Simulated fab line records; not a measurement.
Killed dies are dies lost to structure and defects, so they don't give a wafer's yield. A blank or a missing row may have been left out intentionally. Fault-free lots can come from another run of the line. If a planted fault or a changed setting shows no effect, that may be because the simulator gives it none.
Comparing a struck lot with a sound one ; flow sky130 ; 14 steps out of a route of 708
Sound: the wafers L663.3, L663.4, L663.6. Wafers struck: L657.1, L657.4, L657.6. The cause comes at the end.
At each step with rows: each side's tool, then ch and its chambers, then its first start. Under that, the readings that differ: sound wafers ; struck wafers ; difference of the means ; sigmas: that difference in standard deviations of wafers without a fault.
alike: a reading whose means differ by less than 2 such deviations, as well as words and numbers matching on both sides. not compared: withheld readings; readings where some wafer has no value; bounds like >300 that might hide an equal value; numbers whose values overlap and for which the record gives no deviation.
The two part at a step that has a row with sigmas, a row that says differs or no value, or rows on one side only. Numbers that have no deviation but don't overlap get no sigmas and don't part them. A reading that every wafer of one side lacks parts them only if that side has two wafers or more.

first, 3 steps without rows for these wafers: SKY_LDD_P_EXPOSE_04 (exposes mask PSDM, target cd 380 nm); SKY_LDD_P_PEB_05; SKY_LDD_P_DEVELOP_06 (develop time 60 s).
SKY_LDD_P_CD_MEAS_07: target cd 380 nm.
  sound on cdSem-02, day 22 03:44; struck on cdSem-02, day 20 14:44
  alike: cdNm
SKY_LDD_P_OVL_MEAS_08:
  sound on overlay-01, day 22 03:50; struck on overlay-02, day 20 14:52
  alike: LDD_P_OVL
following that, these wafers have no rows for 1 step: SKY_LDD_P_IMPLANT_09.
SKY_LDD_P_STRIP_10: strips in O2/N2.
  sound on plasmaAsher-02 ch 0,1, day 22 04:02; struck on plasmaAsher-01 ch 0,1, day 20 15:03
  alike: drypumpMotorCurrentA, oesProductAu, stripTimeToEndpointS
  not compared: rfHoursCounterH
SKY_LDD_P_TW_MEAS_11:
  sound on filmMetro-02, day 22 04:07; struck on filmMetro-02, day 20 15:09
  alike: LDD_P_TW
then, 4 steps without rows for these wafers: SKY_LDD_HVN_DEHYDRATE_00 (time 60 s); SKY_LDD_HVN_HMDS_01 (prime time 60 s); SKY_LDD_HVN_COAT_02 (resist thk 300 nm); SKY_LDD_HVN_SOFTBAKE_03 (time 60 s).
SKY_LDD_HVN_EXPOSE_04: exposes mask HVNTM, target cd 700 nm.
  sound on ilineStepper-01 ch 0, day 22 19:31; struck on ilineStepper-02 ch 0, day 21 06:46
reading;sound;struck;difference;sigmas
mask;HVNTM#0 HVNTM#0 HVNTM#0;HVNTM_R1#0 HVNTM_R1#0 HVNTM_R1#0;differs;
following that, these wafers have no rows for 1 step: SKY_LDD_HVN_PEB_05.

## WHERE THEY PART
At SKY_LDD_HVN_EXPOSE_04 and nowhere else, as far as this record goes.

WHY: whatever the simulator had introduced
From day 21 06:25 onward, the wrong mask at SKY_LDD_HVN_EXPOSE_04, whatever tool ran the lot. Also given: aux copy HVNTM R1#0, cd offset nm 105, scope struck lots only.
